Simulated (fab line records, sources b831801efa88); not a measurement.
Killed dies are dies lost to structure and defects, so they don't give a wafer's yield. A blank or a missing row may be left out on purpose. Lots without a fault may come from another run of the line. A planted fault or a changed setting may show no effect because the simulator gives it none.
fab line records | flow gf180mcu
record lots=14 wafers=42 last_day=34
route steps=602 shown M1@330 M2@362 V2@384
lots that met no fault: from a run of the same line without faults
start_h: hours from the record's first day to the start of the lot's first wafer shown | wait_h: hours since the lot's step before | " the same as in the row above | L1.1+2: a row that stands for several wafers | - no value, or no start given | * or withheld: withheld | < > ~ a bound
route shown NAME@n: a module of which the file shows steps, and the number in the route of the first | usual: mean/standard deviation of fault-free wafers | same: alike in all rows | chamber/n: place in a boat | sites: the reading at each site | _std_site: their standard deviation | _edge_site: outer sites' mean less inner sites' | radius_mm: how far each site lies from the wafer's centre | mask NAME#n: copy n | behind: the tool/chamber that last shaped the wafer | hold: why the lot was held/for how many hours/how that ended | device: the transistor (n, p or np) that didn't switch | end of line: the same wafers' tests at the end of the route | a step without rows: its recipe alone | killed: dies lost to structure and defects at the first sort, not the wafer's yield | map: a wafer's dies, x killed, . not, _ none there
set.NAME: the setting as run; set.NAME@STEP: as run at that earlier step | model.NAME: the simulator's own value behind a step, which no gauge read
steps of the route over a sample of lots; a table a step, a row a wafer
services: from which hour (start_h, from the record's first day; less than 0 if before it) a tool's chamber was out of use, for how many hours, and why
## steps
# step GF_M1_OVL_MEAS_15
# usual M1_OVL=4/5
# columns lot.wafer tool chamber start_h wait_h M1_OVL[nm]
L977.3 overlay-01 - 392.62 0.1 1
L977.4 " - " " 8
L977.5 " - " " -2
L978.2 overlay-02 - 400.06 0.1 3
L978.4 " - " " 8
L978.6 " - " " 8
L988.1 overlay-01 - 483.06 0.1 -5
L988.3 " - " " -8
L988.5 " - " " -5
L989.3 overlay-02 - 495.77 0.1 6
L989.4 " - " " 15
L989.5 " - " " 7
L990.1 overlay-01 - 504.90 0.1 13
L990.2 " - " " 3
L990.3 " - " " 8
L991.2 overlay-02 - 513.11 0.1 1
L991.5 " - " " 1
L991.6 " - " " 1
L992.1 overlay-02 - 520.86 0.1 -2
L992.4 " - " " 3
L992.5 " - " " -5
L993.1 overlay-01 - 535.02 0.1 3
L993.2 " - " " 18
L993.6 " - " " 9
L994.3 overlay-01 - 537.57 0.1 3
L994.4 " - " " -5
L994.6 " - " " -2
L995.3 overlay-01 - 541.92 0.1 -5
L995.4 " - " " 0
L995.5 " - " " -4
L996.3 overlay-02 - 550.22 0.1 4
L996.5 " - " " 5
L996.6 " - " " 9
L997.2 overlay-02 - 559.76 0.1 8
L997.3 " - " " 13
L997.5 " - " " 11
L998.4 overlay-02 - 567.07 0.1 4
L998.5 " - " " 6
L998.6 " - " " 2
L999.1 overlay-01 - 568.65 0.1 10
L999.3 " - " " 2
L999.4 " - " " 2
# step GF_M2_SPUTTER_00
# recipe material=Ti target_thk_nm=37.5 arriving_ion_energy_ev=80 substrate_temp_c=200 chamber_pressure_pa=2 power_w=4000 time_s=150
# usual throttle_valve_pct=29.2/0.81
# columns lot.wafer tool chamber start_h wait_h throttle_valve_pct
L977.3 pvd_sputter-02 - 419.26 0.1 28.5
L977.4 " - " " 28.5
L977.5 " - " " 28.9
L978.2 pvd_sputter-02 - 426.68 0.1 28.8
L978.4 " - " " 28.2
L978.6 " - " " 28.3
L988.1 pvd_sputter-02 - 509.57 0.2 29.6
L988.3 " - " " 29.3
L988.5 " - " " 28.8
L989.3 pvd_sputter-03 - 522.37 0.1 28.8
L989.4 " - " " 28.0
L989.5 " - " " 29.1
L990.1 pvd_sputter-03 - 536.05 0.1 28.3
L990.2 " - " " 29.3
L990.3 " - " " 29.9
L991.2 pvd_sputter-03 - 539.82 0.1 29.8
L991.5 " - " " 30.0
L991.6 " - " " 29.0
L992.1 pvd_sputter-03 - 546.21 0.2 28.3
L992.4 " - " " 30.1
L992.5 " - " " 29.1
L993.1 pvd_sputter-03 - 559.29 0.2 27.9
L993.2 " - " " 29.8
L993.6 " - " " 28.0
L994.3 pvd_sputter-03 - 562.42 0.1 28.9
L994.4 " - " " 29.9
L994.6 " - " " 28.2
L995.3 pvd_sputter-03 - 567.29 0.1 30.1
L995.4 " - " " 30.0
L995.5 " - " " 30.1
L996.3 pvd_sputter-03 - 575.22 0.2 30.4
L996.5 " - " " 28.8
L996.6 " - " " 30.0
L997.2 pvd_sputter-03 - 583.70 0.1 29.8
L997.3 " - " " 30.2
L997.5 " - " " 28.8
L998.4 pvd_sputter-03 - 591.47 0.1 30.1
L998.5 " - " " 29.8
L998.6 " - " " 28.1
L999.1 pvd_sputter-03 - 593.02 0.2 27.9
L999.3 " - " " 30.2
L999.4 " - " " 29.7
# step GF_M2_PEB_12
# recipe peb_temp_c=135 peb_time_s=90 resist=KrF
# usual chill_plate_temp_C=23.00/0.095 exhaust_pa=45.0/0.88 resist_line_temp_C=23.00/0.11
# columns lot.wafer tool chamber start_h wait_h chill_plate_temp_C exhaust_pa resist_line_temp_C
L977.3 litho_track-04 0 443.91 - 22.94 45.7 23.05
L977.4 " 0 " " 23.02 45.1 23.12
L977.5 " 0 " " 22.95 46.8 22.83
L978.2 litho_track-01 0 450.89 - 23.14 44.7 22.94
L978.4 " 0 " " 22.86 44.8 22.80
L978.6 " 0 " " 22.97 44.0 22.79
L988.1 litho_track-02 - 532.43 - - - -
L988.3 " - " " - - -
L988.5 " - " " - - -
L989.3 litho_track-02 - 542.90 - - - -
L989.4 " - " " - - -
L989.5 " - " " - - -
L990.1 litho_track-04 0 557.74 - 23.02 43.5 22.97
L990.2 " 0 " " 22.93 44.6 22.96
L990.3 " 0 " " 23.00 43.8 23.20
L991.2 litho_track-02 0 561.82 - 23.11 46.4 22.99
L991.5 " 0 " " 23.03 45.3 22.93
L991.6 " 0 " " 22.93 45.7 23.01
L992.1 litho_track-01 0 568.01 - 23.00 45.3 23.05
L992.4 " 0 " " 22.94 44.9 23.11
L992.5 " 0 " " 23.10 43.9 23.09
L993.1 litho_track-04 0 581.04 - 23.04 46.9 22.87
L993.2 " 0 " " 23.12 45.2 23.04
L993.6 " 0 " " 22.92 45.5 23.07
L994.3 litho_track-01 0 584.63 - 22.93 46.5 22.77
L994.4 " 0 " " 22.87 46.8 22.82
L994.6 " 0 " " 22.96 46.4 22.92
L995.3 litho_track-01 0 588.22 - 23.11 44.4 22.86
L995.4 " 0 " " 23.00 45.6 22.96
L995.5 " 0 " " 22.93 45.1 23.14
L996.3 litho_track-04 0 595.91 - 23.04 45.8 23.02
L996.5 " 0 " " 22.91 44.9 23.02
L996.6 " 0 " " 22.97 45.2 23.12
L997.2 litho_track-01 0 605.04 - 22.80 45.7 23.03
L997.3 " 0 " " 22.99 46.3 23.04
L997.5 " 0 " " 22.94 44.8 22.97
L998.4 litho_track-04 0 612.29 - 23.08 44.9 22.96
L998.5 " 0 " " 23.06 45.4 22.87
L998.6 " 0 " " 22.99 45.7 22.94
L999.1 litho_track-02 0 613.78 - 23.10 45.3 23.24
L999.3 " 0 " " 23.05 45.1 23.16
L999.4 " 0 " " 23.07 46.0 23.23
# step GF_V2_CVD_02
# recipe material=SiO2 target_thk_nm=850 precursor=TEOS temp_c=400 time_s=94.851 rf_w=600
# usual heater_power_w=706/83
# columns lot.wafer tool chamber start_h wait_h heater_power_w
L977.3 pecvd-02 0 445.13 0.0 820
L977.4 " 1 " " 643
L977.5 " 2 " " 733
L978.2 pecvd-02 0 452.18 0.0 764
L978.4 " 1 " " 656
L978.6 " 0 " " 814
L990.1 pecvd-02 1 559.11 0.1 775
L990.2 " 2 " " 716
L990.3 " 0 " " 767
L991.2 pecvd-02 2 563.07 0.0 697
L991.5 " 0 " " 788
L991.6 " 1 " " 794
L992.1 pecvd-04 0 569.29 0.1 739
L992.4 " 0 " " 769
L992.5 " 1 " " 648
L993.1 pecvd-01 0 582.36 0.1 819
L993.2 " 1 " " 612
L993.6 " 1 " " 662
L994.3 pecvd-02 0 585.91 0.0 789
L994.4 " 2 " " 736
L994.6 " 0 " " 657
L995.3 pecvd-02 1 589.56 0.0 805
L995.4 " 2 " " 757
L995.5 " 0 " " 768
L996.3 pecvd-04 1 597.38 0.0 687
L996.5 " 2 " " 622
L996.6 " 0 " " 802
L997.2 pecvd-01 0 606.33 0.0 709
L997.3 " 1 " " 628
L997.5 " 2 " " 653
L998.4 pecvd-02 1 613.55 0.1 779
L998.5 " 2 " " 733
L998.6 " 0 " " 647
L999.1 pecvd-04 1 615.07 0.1 663
L999.3 " 1 " " 719
L999.4 " 0 " " 650
## services
# columns tool chamber start_h hours kind
pvd_sputter-03 - 409.18 7.5 repair
pecvd-01 - 410.48 4.3 pm
pecvd-04 - 413.76 0.8 repair
pecvd-01 2 414.98 5.0 repair
pvd_sputter-03 - 417.51 1.7 repair
pvd_sputter-02 - 441.95 4.5 repair
pecvd-02 0 455.68 2.0 repair
pvd_sputter-02 - 460.66 10.0 repair
pecvd-04 2 486.03 8.5 repair
pecvd-01 2 493.21 26.9 repair
pecvd-04 - 502.98 3.5 repair
pecvd-02 1 507.57 4.5 repair
pvd_sputter-02 - 526.69 1.0 repair
pecvd-02 - 573.58 3.2 repair
pecvd-04 2 612.69 3.3 repair
## key
first_sign step=GF_M2_PEB_12 reading=tool_record direction=missing
effect none on later readings
met_at GF_M2_PEB_12
struck_lots L988,L989
later_rows_left_out L988.1,L988.3,L988.5,L989.3,L989.4,L989.5
sort_left_out L988.1,L988.3,L988.5,L989.3,L989.4,L989.5
not_acting_at GF_M1_OVL_MEAS_15,GF_M2_SPUTTER_00,GF_V2_CVD_02
fault kind=skipped_step_whole tool=litho_track-02 chamber=- onset_h=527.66 steps=GF_M2_PEB_12 scope=struck_lots_only
# sort_left_out: the simulated sort isn't trusted on such a fault, so these wafers' sort isn't shown, and their yield isn't known
# later_rows_left_out: the simulator's readings of these wafers behind a module that went badly wrong aren't trusted and aren't shown, but for the sort
